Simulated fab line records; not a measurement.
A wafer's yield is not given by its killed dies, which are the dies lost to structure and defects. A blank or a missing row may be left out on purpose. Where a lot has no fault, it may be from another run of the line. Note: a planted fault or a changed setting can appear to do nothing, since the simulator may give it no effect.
fab line records	flow sky130
record lots=24	wafers=72	last-day=50
route steps=708 shown METAL1@434 VIA1@473 VIA2@521 VIA4@658 METAL5@661
lots that met no fault: taken from a fault-free run of the same line
start-h: hours from the record's first day to the start of the lot's first wafer shown	wait-h: hours from the lot's prior step to this one	" as in the row above	L1.1+2: a single row standing in for several wafers	- no value, or no start given	* or withheld: withheld	< > ~ a bound
route shown NAME@n: a module of which the file shows steps, and the number in the route of the first	usual: average and standard deviation across the fault-free wafers	same: alike in all rows	chamber/n: place in a boat	sites: the reading at each site	_std_site: how widely they spread, as a standard deviation	_edge_site: mean of outer sites minus mean of inner sites	radius-mm: how far each site lies from the wafer's centre	mask NAME#n: copy n	behind: the tool/chamber that last shaped the wafer	hold: what put the lot on hold/how long, in hours/how the hold closed	device: the n, p or np transistor that did not switch	end of line: the same wafers' tests at the end of the route	for a step that has no rows: nothing shown but its recipe	killed: dies that structure and defects cost at the first sort, which is not the same as the wafer's yield	map: the dies of a wafer, with x for killed, . for not killed, _ for no die there
set.NAME: the setting as run; set.NAME@STEP: as run at that earlier step	model.NAME: the simulator's own value behind a step, which no gauge read
the route's steps for a sample of lots (tables are steps, rows are wafers)
services: the hour from which a tool's chamber was out of use, counted from the record's first day as start-h (under 0 if before that day), plus the number of hours and why
## steps
# step SKY_METAL1_SPUTTER_00
# recipe material=Ti	target-thk-nm=15	power-w=3000	time-s=10	chamber-pressure-pa=0.4
# usual cathode-dc-power-W=3000.1/0.51	throttle-valve-pct=30.2/0.77
lot.wafer	tool	chamber	start-h	wait-h	cathode-dc-power-W	throttle-valve-pct
L074.3	pvd-sputter-03	-	729.30	0.2	2999.8	29.7
L074.5	"	-	"	"	3000.8	29.5
L074.6	"	-	"	"	3000.7	30.0
L075.3	pvd-sputter-03	-	735.96	0.1	3000.1	29.8
L075.5	"	-	"	"	2999.7	29.7
L075.6	"	-	"	"	2999.4	30.2
L076.2	pvd-sputter-02	-	739.39	0.2	2999.8	28.9
L076.4	"	-	"	"	3000.2	31.3
L076.6	"	-	"	"	3000.3	29.8
L077.1	pvd-sputter-02	-	752.15	0.2	3000.1	29.5
L077.4	"	-	"	"	2999.8	30.8
L077.5	"	-	"	"	2999.8	31.4
L078.1	pvd-sputter-03	-	758.40	0.1	2999.4	30.5
L078.4	"	-	"	"	2999.5	30.0
L078.5	"	-	"	"	3001.1	30.1
L079.2	pvd-sputter-01	-	772.63	0.2	3000.8	31.0
L079.5	"	-	"	"	2999.4	30.4
L079.6	"	-	"	"	2999.7	31.0
L080.1	pvd-sputter-02	-	776.28	0.2	2999.7	28.9
L080.3	"	-	"	"	2999.9	30.7
L080.4	"	-	"	"	3000.3	31.3
L081.3	pvd-sputter-02	-	784.19	0.1	2999.8	30.9
L081.4	"	-	"	"	3000.1	29.2
L081.6	"	-	"	"	2999.9	29.2
L082.3	pvd-sputter-02	-	791.29	0.2	3000.7	29.5
L082.4	"	-	"	"	3000.3	30.3
L082.6	"	-	"	"	2999.4	30.7
L083.1	pvd-sputter-02	-	805.64	0.2	3000.5	29.7
L083.2	"	-	"	"	3000.9	31.4
L083.4	"	-	"	"	3000.9	30.8
L084.1	pvd-sputter-03	-	814.27	0.1	3000.5	29.7
L084.2	"	-	"	"	2999.6	30.5
L084.4	"	-	"	"	2999.8	29.7
L085.1	pvd-sputter-01	-	815.65	0.2	2999.5	30.8
L085.4	"	-	"	"	3000.2	31.0
L085.5	"	-	"	"	3000.9	29.4
L086.2	pvd-sputter-01	-	823.90	0.1	3000.4	31.4
L086.4	"	-	"	"	3001.1	31.1
L086.5	"	-	"	"	3000.3	30.8
L087.1	pvd-sputter-02	-	827.27	0.2	2999.8	29.0
L087.3	"	-	"	"	3000.6	29.8
L087.5	"	-	"	"	3000.1	29.6
L088.1	pvd-sputter-01	-	837.60	0.1	2999.6	31.1
L088.3	"	-	"	"	2999.2	30.4
L088.4	"	-	"	"	3000.2	29.1
L089.1	pvd-sputter-02	-	847.26	0.1	3000.0	29.5
L089.4	"	-	"	"	2999.8	31.5
L089.5	"	-	"	"	3000.4	29.3
L090.1	pvd-sputter-03	-	853.80	0.1	3000.6	30.7
L090.4	"	-	"	"	2999.5	29.7
L090.5	"	-	"	"	3000.0	29.8
L091.2	pvd-sputter-03	-	863.10	0.1	3000.9	29.9
L091.3	"	-	"	"	3000.2	29.9
L091.4	"	-	"	"	2999.9	29.9
L092.4	pvd-sputter-02	-	876.80	0.2	2999.6	29.1
L092.5	"	-	"	"	2999.7	31.4
L092.6	"	-	"	"	2999.8	30.4
L094.3	pvd-sputter-02	-	917.66	0.2	3000.3	30.8
L094.4	"	-	"	"	2999.2	31.0
L094.6	"	-	"	"	3000.2	31.3
L097.1	pvd-sputter-01	-	917.96	0.2	3000.9	29.2
L097.2	"	-	"	"	3000.3	31.0
L097.4	"	-	"	"	2999.9	31.1
L095.1	pvd-sputter-01	-	918.99	0.2	3000.9	30.7
L095.3	"	-	"	"	2999.7	29.3
L095.6	"	-	"	"	2999.6	29.4
L093.2	pvd-sputter-02	-	920.81	0.2	2999.8	30.7
L093.5	"	-	"	"	3000.1	30.5
L093.6	"	-	"	"	2999.7	29.0
L096.2	pvd-sputter-01	-	924.40	0.1	2999.5	30.8
L096.3	"	-	"	"	3000.4	29.0
L096.4	"	-	"	"	2999.4	31.2
# step SKY_METAL1_RS_MEAS_05
# recipe thk-meas-gauge=four-point-probe	reads=TiN_of_METAL1_SPUTTER_04+Ti_of_METAL1_SPUTTER_03+AlCu_of_METAL1_SPUTTER_02+TiN_of_METAL1_SPUTTER_01+Ti_of_METAL1_SPUTTER_00
# usual METAL1_ALCU_RS=0.1262/0.0016
lot.wafer	tool	chamber	start-h	wait-h	METAL1_ALCU_RS[ohm/sq]
L074.3	film-metro-02	-	729.48	0.1	0.1293
L074.5	"	-	"	"	0.1296
L074.6	"	-	"	"	0.1264
L075.3	film-metro-03	-	736.14	0.1	0.1256
L075.5	"	-	"	"	0.1280
L075.6	"	-	"	"	0.1248
L076.2	film-metro-03	-	739.55	0.0	0.1253
L076.4	"	-	"	"	0.1266
L076.6	"	-	"	"	0.1258
L077.1	film-metro-03	-	752.29	0.0	0.1267
L077.4	"	-	"	"	0.1275
L077.5	"	-	"	"	0.1280
L078.1	film-metro-01	-	758.54	0.0	0.1278
L078.4	"	-	"	"	0.1267
L078.5	"	-	"	"	0.1264
L079.2	film-metro-02	-	772.79	0.0	0.1263
L079.5	"	-	"	"	0.1259
L079.6	"	-	"	"	0.1276
L080.1	film-metro-02	-	776.42	0.0	0.1236
L080.3	"	-	"	"	0.1251
L080.4	"	-	"	"	0.1254
L081.3	film-metro-02	-	784.37	0.1	0.1272
L081.4	"	-	"	"	0.1266
L081.6	"	-	"	"	0.1259
L082.3	film-metro-02	-	791.47	0.1	0.1240
L082.4	"	-	"	"	0.1226
L082.6	"	-	"	"	0.1228
L083.1	film-metro-01	-	805.78	0.0	0.1264
L083.2	"	-	"	"	0.1262
L083.4	"	-	"	"	0.1263
L084.1	film-metro-02	-	814.41	0.0	0.1298
L084.2	"	-	"	"	0.1298
L084.4	"	-	"	"	0.1272
L085.1	film-metro-03	-	815.79	0.0	0.1249
L085.4	"	-	"	"	0.1239
L085.5	"	-	"	"	0.1240
L086.2	film-metro-01	-	824.06	0.0	0.1276
L086.4	"	-	"	"	0.1254
L086.5	"	-	"	"	0.1266
L087.1	film-metro-01	-	827.41	0.0	0.1246
L087.3	"	-	"	"	0.1268
L087.5	"	-	"	"	0.1270
L088.1	film-metro-02	-	837.74	0.0	0.1272
L088.3	"	-	"	"	0.1270
L088.4	"	-	"	"	0.1264
L089.1	film-metro-01	-	847.40	0.0	0.1257
L089.4	"	-	"	"	0.1249
L089.5	"	-	"	"	0.1261
L090.1	film-metro-03	-	853.94	0.0	0.1272
L090.4	"	-	"	"	0.1295
L090.5	"	-	"	"	0.1287
L091.2	film-metro-01	-	863.26	0.0	0.1282
L091.3	"	-	"	"	0.1283
L091.4	"	-	"	"	0.1299
L092.4	film-metro-01	-	877.00	0.1	0.1240
L092.5	"	-	"	"	0.1258
L092.6	"	-	"	"	0.1248
L094.3	film-metro-03	-	917.84	0.1	0.1255
L094.4	"	-	"	"	0.1278
L094.6	"	-	"	"	0.1270
L097.1	film-metro-01	-	918.10	0.0	0.1270
L097.2	"	-	"	"	0.1279
L097.4	"	-	"	"	0.1280
L095.1	film-metro-02	-	919.13	0.0	0.1265
L095.3	"	-	"	"	0.1250
L095.6	"	-	"	"	0.1248
L093.2	film-metro-03	-	920.97	0.0	0.1226
L093.5	"	-	"	"	0.1231
L093.6	"	-	"	"	0.1231
L096.2	film-metro-02	-	924.56	0.0	0.1258
L096.3	"	-	"	"	0.1240
L096.4	"	-	"	"	0.1272
# step SKY_VIA1_ETCH_15
# recipe target=SiO2	chemistry=C4F8/O2/Ar	target-depth-nm=351	stop-on=TiN	mask-material=KrF-thick	source-w=1500	bias-w=1200	pressure-mtorr=40	c4f8-flow-sccm=withheld	O2_flow_sccm=6	Ar_flow_sccm=300	time-s=54
# usual oes-product-au=0.981/0.0066
lot.wafer	tool	chamber	start-h	wait-h	oes-product-au
L074.3	rie-diel-01	2	784.38	0.0	0.986
L074.5	"	0	"	"	0.984
L074.6	"	1	"	"	0.986
L075.3	rie-diel-01	0	792.13	0.0	0.990
L075.5	"	0	"	"	0.979
L075.6	"	1	"	"	0.986
L076.2	rie-diel-01	3	795.23	0.0	0.972
L076.4	"	0	"	"	0.976
L076.6	"	3	"	"	0.969
L077.1	rie-diel-02	1	807.82	0.0	0.977
L077.4	"	0	"	"	0.980
L077.5	"	2	"	"	0.984
L078.1	rie-diel-01	1	813.97	0.0	0.987
L078.4	"	0	"	"	0.981
L078.5	"	2	"	"	0.983
L079.2	rie-diel-04	2	827.93	0.0	0.982
L079.5	"	2	"	"	0.984
L079.6	"	3	"	"	0.966
L080.1	rie-diel-02	2	831.38	0.0	0.990
L080.3	"	1	"	"	0.992
L080.4	"	2	"	"	0.981
L081.3	rie-diel-02	1	839.03	0.0	0.984
L081.4	"	2	"	"	0.985
L081.6	"	1	"	"	0.977
L082.3	rie-diel-01	2	844.67	0.0	0.974
L082.4	"	0	"	"	0.991
L082.6	"	3	"	"	0.979
L083.1	rie-diel-01	3	859.92	0.0	0.982
L083.2	"	1	"	"	0.984
L083.4	"	0	"	"	0.986
L084.1	rie-diel-01	0	869.23	0.0	0.994
L084.2	"	3	"	"	0.969
L084.4	"	1	"	"	0.987
L085.1	rie-diel-02	2	870.57	0.0	0.983
L085.4	"	1	"	"	0.979
L085.5	"	2	"	"	0.987
L086.2	rie-diel-04	2	877.92	0.0	0.976
L086.4	"	1	"	"	0.973
L086.5	"	1	"	"	0.988
L087.1	rie-diel-01	0	882.18	0.0	0.977
L087.3	"	1	"	"	0.985
L087.5	"	1	"	"	0.987
L088.1	rie-diel-02	1	891.68	0.0	0.965
L088.3	"	3	"	"	0.975
L088.4	"	0	"	"	0.980
L089.1	rie-diel-01	2	900.57	0.0	0.985
L089.4	"	3	"	"	0.975
L089.5	"	3	"	"	0.968
L090.1	rie-diel-01	2	907.43	0.0	0.983
L090.4	"	3	"	"	0.965
L090.5	"	2	"	"	0.982
L091.2	rie-diel-04	2	915.02	0.0	0.996
L091.3	"	3	"	"	0.971
L091.4	"	2	"	"	0.984
L092.4	rie-diel-04	1	928.21	0.0	0.973
L092.5	"	2	"	"	0.987
L092.6	"	3	"	"	0.971
L094.3	rie-diel-01	0	969.08	0.0	0.984
L094.4	"	3	"	"	0.978
L094.6	"	1	"	"	0.976
L097.1	rie-diel-04	2	969.43	0.0	0.992
L097.2	"	0	"	"	0.982
L097.4	"	1	"	"	0.981
L095.1	rie-diel-01	3	970.92	0.0	0.977
L095.3	"	0	"	"	0.981
L095.6	"	2	"	"	0.987
L093.2	rie-diel-01	2	972.38	0.0	0.985
L093.5	"	3	"	"	0.975
L093.6	"	2	"	"	0.982
L096.2	rie-diel-02	1	975.73	0.0	0.977
L096.3	"	2	"	"	0.987
L096.4	"	0	"	"	0.992
# step SKY_VIA2_ETCH_14
# recipe chemistry=N2/H2	target=BARC	ion-energy-ev=200	source-w=500	bias-w=100	pressure-mtorr=30	n2-flow-sccm=100	h2-flow-sccm=200	stop-on=SiO2	time-s=45.9	target-depth-a=600
# usual drypump-motor-current-A=5.81/0.24	oes-product-au=0.855/0.0044	throttle-valve-pct=13.226/0.0084
lot.wafer	tool	chamber	start-h	wait-h	drypump-motor-current-A	oes-product-au	rf-hours-counter-h	throttle-valve-pct
L074.3	rie-diel-03	0	840.63	0.0	5.71	0.855	8	13.227
L074.5	"	2	"	"	5.74	0.857	-	13.235
L074.6	"	1	"	"	6.34	0.856	-	13.222
L075.3	rie-diel-03	1	847.39	0.0	6.37	0.862	13	13.224
L075.5	"	2	"	"	5.74	0.859	-	13.220
L075.6	"	1	"	"	6.37	0.860	-	13.211
L076.2	rie-diel-01	0	851.46	0.0	6.36	0.862	9	13.241
L076.4	"	3	"	"	5.64	0.855	1	13.212
L076.6	"	1	"	"	5.73	0.857	-	13.226
L077.1	rie-diel-03	3	863.99	0.0	5.74	0.860	9	13.227
L077.4	"	0	"	"	5.71	0.856	9	13.232
L077.5	"	3	"	"	5.76	0.849	-	13.228
L078.1	rie-diel-04	1	869.86	0.0	5.71	0.860	22	13.220
L078.4	"	2	"	"	5.99	0.853	18	13.232
L078.5	"	0	"	"	5.73	0.857	-	13.231
L079.2	rie-diel-04	0	882.99	0.0	5.75	0.853	10	13.235
L079.5	"	2	"	"	6.00	0.847	-	13.220
L079.6	"	3	"	"	5.55	0.853	-	13.213
L080.1	rie-diel-04	1	886.14	0.0	5.70	0.858	23	13.234
L080.3	"	2	"	"	6.01	0.854	19	13.229
L080.4	"	3	"	"	5.53	0.850	18	13.218
L081.3	rie-diel-04	3	894.38	0.0	5.55	0.857	18	13.218
L081.4	"	3	"	"	5.55	0.850	-	13.226
L081.6	"	2	"	"	6.00	0.854	-	13.211
L082.3	rie-diel-04	1	899.51	0.0	5.70	0.858	23	13.242
L082.4	"	1	"	"	5.72	0.865	-	13.235
L082.6	"	3	"	"	5.54	0.850	-	13.220
L083.1	rie-diel-04	3	913.39	0.0	5.53	0.856	19	13.220
L083.2	"	1	"	"	5.69	0.847	23	13.221
L083.4	"	1	"	"	5.70	0.839	-	13.219
L084.1	rie-diel-04	1	922.88	0.0	5.70	0.851	24	13.222
L084.2	"	2	"	"	6.02	0.858	20	13.233
L084.4	"	2	"	"	6.01	0.863	-	13.206
L085.1	rie-diel-04	1	924.18	0.0	5.74	0.862	24	13.227
L085.4	"	1	"	"	5.71	0.855	-	13.210
L085.5	"	2	"	"	6.01	0.857	-	13.234
L086.2	rie-diel-03	0	930.69	0.0	5.69	0.851	11	13.252
L086.4	"	3	"	"	5.81	0.846	11	13.220
L086.5	"	3	"	"	5.77	0.862	-	13.215
L087.1	rie-diel-01	1	935.68	0.0	5.70	0.857	16	13.214
L087.3	"	2	"	"	5.65	0.854	18	13.244
L087.5	"	2	"	"	5.65	0.856	-	13.220
L088.1	rie-diel-03	0	944.73	0.0	5.70	0.861	11	13.239
L088.3	"	3	"	"	5.77	0.854	11	13.233
L088.4	"	1	"	"	6.36	0.852	16	13.237
L089.1	rie-diel-04	0	953.96	0.0	5.74	0.857	11	13.215
L089.4	"	1	"	"	5.69	0.856	25	13.231
L089.5	"	3	"	"	5.56	0.850	-	13.235
L090.1	rie-diel-03	2	960.89	0.0	5.75	0.860	20	13.229
L090.4	"	0	"	"	5.68	0.854	12	13.213
L090.5	"	3	"	"	5.72	0.854	-	13.234
L091.2	rie-diel-04	2	967.36	0.0	6.02	0.854	22	13.231
L091.3	"	3	"	"	5.53	0.858	21	13.219
L091.4	"	1	"	"	5.70	0.850	25	13.218
L092.4	rie-diel-01	2	980.64	0.0	5.68	0.855	19	13.220
L092.5	"	1	"	"	5.67	0.847	-	13.229
L092.6	"	2	"	"	5.69	0.853	-	13.239
L094.3	rie-diel-03	1	1018.11	0.0	6.36	0.852	18	13.239
L094.4	"	2	"	"	5.76	0.855	22	13.230
L094.6	"	2	"	"	5.74	0.857	-	13.218
L097.1	rie-diel-03	0	1019.11	0.0	5.71	0.854	14	13.224
L097.2	"	1	"	"	6.38	0.857	18	13.231
L097.4	"	2	"	"	5.78	0.858	22	13.227
L095.1	rie-diel-03	3	1020.04	0.0	5.75	0.849	14	13.226
L095.3	"	2	"	"	5.76	0.853	22	13.229
L095.6	"	0	"	"	5.70	0.855	-	13.225
L093.2	rie-diel-03	0	1021.98	0.0	5.72	0.855	14	13.231
L093.5	"	0	"	"	5.72	0.855	-	13.228
L093.6	"	3	"	"	5.75	0.852	-	13.215
L096.2	rie-diel-04	3	1025.86	0.0	5.54	0.857	23	13.229
L096.3	"	2	"	"	6.01	0.856	24	13.233
L096.4	"	1	"	"	5.69	0.854	27	13.227
# step SKY_VIA4_RS_MEAS_19
# recipe thk-meas-gauge=four-point-probe	reads=W_of_VIA4_CVD_18+TiN_of_VIA4_SPUTTER_17
# usual VIA4_W_RS=0.2274/0.0026
lot.wafer	tool	chamber	start-h	wait-h	VIA4_W_RS[ohm/sq]
L074.3	film-metro-03	-	997.80	0.1	0.2275
L074.5	"	-	"	"	0.2250
L074.6	"	-	"	"	0.2278
L075.3	film-metro-03	-	1004.71	0.1	0.2270
L075.5	"	-	"	"	0.2290
L075.6	"	-	"	"	0.2268
L076.2	film-metro-01	-	1008.17	0.1	0.2280
L076.4	"	-	"	"	0.2280
L076.6	"	-	"	"	0.2292
L077.1	film-metro-03	-	1019.85	0.1	0.2249
L077.4	"	-	"	"	0.2250
L077.5	"	-	"	"	0.2259
L078.1	film-metro-01	-	1022.43	0.1	0.2315
L078.4	"	-	"	"	0.2283
L078.5	"	-	"	"	0.2325
L079.2	film-metro-03	-	1035.47	0.1	0.2267
L079.5	"	-	"	"	0.2255
L079.6	"	-	"	"	0.2243
L080.1	film-metro-04	-	1036.89	0.1	0.2300
L080.3	"	-	"	"	0.2302
L080.4	"	-	"	"	0.2299
L081.3	film-metro-04	-	1045.36	0.1	0.2253
L081.4	"	-	"	"	0.2281
L081.6	"	-	"	"	0.2257
L082.3	film-metro-04	-	1049.74	0.1	0.2307
L082.4	"	-	"	"	0.2324
L082.6	"	-	"	"	0.2325
L083.1	film-metro-04	-	1062.85	0.1	0.2270
L083.2	"	-	"	"	0.2326
L083.4	"	-	"	"	0.2301
L084.1	film-metro-03	-	1070.65	0.1	0.2270
L084.2	"	-	"	"	0.2296
L084.4	"	-	"	"	0.2285
L085.1	film-metro-01	-	1072.25	0.1	0.2235
L085.4	"	-	"	"	0.2265
L085.5	"	-	"	"	0.2223
L086.2	film-metro-01	-	1077.78	0.1	0.2300
L086.4	"	-	"	"	0.2291
L086.5	"	-	"	"	0.2319
L087.1	film-metro-01	-	1079.55	0.1	0.2263
L087.3	"	-	"	"	0.2244
L087.5	"	-	"	"	0.2238
L088.1	film-metro-03	-	1089.55	0.1	0.2287
L088.3	"	-	"	"	0.2257
L088.4	"	-	"	"	0.2321
L089.1	film-metro-03	-	1097.24	0.1	0.2268
L089.4	"	-	"	"	0.2304
L089.5	"	-	"	"	0.2285
L090.1	film-metro-03	-	1101.62	0.1	0.2254
L090.4	"	-	"	"	0.2292
L090.5	"	-	"	"	0.2282
L091.2	film-metro-01	-	1105.88	0.1	0.2244
L091.3	"	-	"	"	0.2232
L091.4	"	-	"	"	0.2247
L092.4	film-metro-01	-	1118.70	0.1	0.2277
L092.5	"	-	"	"	0.2280
L092.6	"	-	"	"	0.2315
L094.3	film-metro-04	-	1147.10	0.1	0.2267
L094.4	"	-	"	"	0.2260
L094.6	"	-	"	"	0.2261
L097.1	film-metro-04	-	1148.86	0.1	0.2278
L097.2	"	-	"	"	0.2233
L097.4	"	-	"	"	0.2267
L095.1	film-metro-04	-	1151.11	0.1	0.2279
L095.3	"	-	"	"	0.2310
L095.6	"	-	"	"	0.2281
L093.2	film-metro-01	-	1151.72	0.1	0.2259
L093.5	"	-	"	"	0.2242
L093.6	"	-	"	"	0.2231
L096.2	film-metro-03	-	1156.04	0.1	0.2256
L096.3	"	-	"	"	0.2239
L096.4	"	-	"	"	0.2243
# step SKY_METAL5_SPUTTER_00
# recipe material=Ti	target-thk-nm=15	power-w=3000	time-s=10	chamber-pressure-pa=0.4
# usual cathode-dc-power-W=3000.1/0.54	throttle-valve-pct=30.1/0.64
lot.wafer	tool	chamber	start-h	wait-h	cathode-dc-power-W	throttle-valve-pct
L074.3	pvd-sputter-03	-	998.24	0.1	3000.5	30.6
L074.5	"	-	"	"	3000.1	30.5
L074.6	"	-	"	"	3000.2	30.2
L075.3	pvd-sputter-03	-	1005.15	0.1	3000.4	30.0
L075.5	"	-	"	"	3000.1	30.5
L075.6	"	-	"	"	2999.8	30.1
L076.2	pvd-sputter-02	-	1008.63	0.1	3000.3	29.1
L076.4	"	-	"	"	3000.9	31.5
L076.6	"	-	"	"	3000.0	31.5
L077.1	pvd-sputter-03	-	1020.33	0.2	3000.3	29.8
L077.4	"	-	"	"	2999.6	29.7
L077.5	"	-	"	"	2999.1	30.2
L078.1	pvd-sputter-02	-	1022.91	0.1	3001.0	29.1
L078.4	"	-	"	"	2999.9	31.7
L078.5	"	-	"	"	3000.1	28.9
L079.2	pvd-sputter-03	-	1035.93	0.2	2999.6	29.9
L079.5	"	-	"	"	2999.6	29.6
L079.6	"	-	"	"	3000.7	30.2
L080.1	pvd-sputter-02	-	1037.37	0.2	3000.6	30.9
L080.3	"	-	"	"	2999.6	29.3
L080.4	"	-	"	"	3000.5	29.6
L081.3	pvd-sputter-03	-	1045.80	0.2	3000.1	30.4
L081.4	"	-	"	"	2999.0	29.8
L081.6	"	-	"	"	3000.0	29.7
L082.3	pvd-sputter-03	-	1050.24	0.2	3000.0	29.8
L082.4	"	-	"	"	2999.7	30.5
L082.6	"	-	"	"	3000.5	30.0
L083.1	pvd-sputter-04	-	1063.33	0.1	3000.1	30.6
L083.2	"	-	"	"	3000.1	30.5
L083.4	"	-	"	"	2999.3	30.7
L084.1	pvd-sputter-03	-	1071.13	0.2	2999.9	29.8
L084.2	"	-	"	"	3000.2	30.6
L084.4	"	-	"	"	2999.9	29.7
L085.1	pvd-sputter-04	-	1072.73	0.1	2999.9	29.3
L085.4	"	-	"	"	3000.1	30.9
L085.5	"	-	"	"	3000.4	30.5
L086.2	pvd-sputter-04	-	1078.24	0.1	2999.4	29.5
L086.4	"	-	"	"	2999.9	30.9
L086.5	"	-	"	"	2999.6	30.7
L087.1	pvd-sputter-04	-	1080.03	0.1	3000.4	30.8
L087.3	"	-	"	"	3000.8	30.9
L087.5	"	-	"	"	3000.3	29.2
L088.1	pvd-sputter-02	-	1090.03	0.1	3000.1	31.1
L088.3	"	-	"	"	2999.7	30.7
L088.4	"	-	"	"	3000.0	29.4
L089.1	pvd-sputter-03	-	1097.72	0.1	3001.1	29.9
L089.4	"	-	"	"	2999.0	30.5
L089.5	"	-	"	"	3000.1	30.5
L090.1	pvd-sputter-03	-	1102.10	0.2	2999.4	29.6
L090.4	"	-	"	"	3001.0	29.7
L090.5	"	-	"	"	3000.7	29.8
L091.2	pvd-sputter-04	-	1106.36	0.3	3000.3	31.0
L091.3	"	-	"	"	3000.5	30.8
L091.4	"	-	"	"	3000.2	29.6
L092.4	pvd-sputter-03	-	1119.13	0.1	3000.5	29.8
L092.5	"	-	"	"	3000.2	29.5
L092.6	"	-	"	"	2999.5	30.0
L094.3	pvd-sputter-03	-	1147.54	0.1	2999.7	30.4
L094.4	"	-	"	"	2999.7	29.7
L094.6	"	-	"	"	2999.7	30.2
L097.1	pvd-sputter-04	-	1149.34	0.2	3000.2	30.7
L097.2	"	-	"	"	3000.9	29.3
L097.4	"	-	"	"	3000.3	30.8
L095.1	pvd-sputter-04	-	1151.59	0.1	2999.6	29.5
L095.3	"	-	"	"	3000.3	31.0
L095.6	"	-	"	"	2999.7	29.4
L093.2	pvd-sputter-02	-	1152.18	0.1	2999.4	30.6
L093.5	"	-	"	"	2999.6	29.4
L093.6	"	-	"	"	2999.6	31.2
L096.2	pvd-sputter-04	-	1156.55	0.2	3000.3	30.8
L096.3	"	-	"	"	3000.3	31.0
L096.4	"	-	"	"	2999.9	29.3
## services
tool	chamber	start-h	hours	kind
rie-diel-01	-	726.57	1.0	repair
pvd-sputter-02	-	732.71	4.8	repair
rie-diel-01	0	736.85	9.9	repair
rie-diel-01	2	742.44	2.6	repair
rie-diel-01	-	777.95	1.2	repair
rie-diel-04	3	785.62	1.3	repair
rie-diel-01	0	801.21	7.3	repair
pvd-sputter-03	-	816.46	1.0	repair
rie-diel-03	0	828.18	4.8	repair
rie-diel-04	2	851.65	6.2	repair
rie-diel-04	-	864.37	2.8	pm
rie-diel-04	0	886.69	42.2	repair
pvd-sputter-03	-	904.31	11.2	repair
rie-diel-01	-	963.78	0.8	repair
rie-diel-04	1	979.75	9.2	repair
rie-diel-04	1	1039.30	4.3	repair
rie-diel-01	1	1058.10	4.6	repair
rie-diel-01	-	1060.23	2.8	pm
rie-diel-04	2	1060.72	6.0	repair
rie-diel-04	1	1085.85	9.9	repair
rie-diel-04	-	1103.65	0.3	repair
pvd-sputter-02	-	1124.34	0.6	repair
rie-diel-04	3	1129.79	11.0	repair
pvd-sputter-03	-	1151.14	3.7	repair
## key
fault none
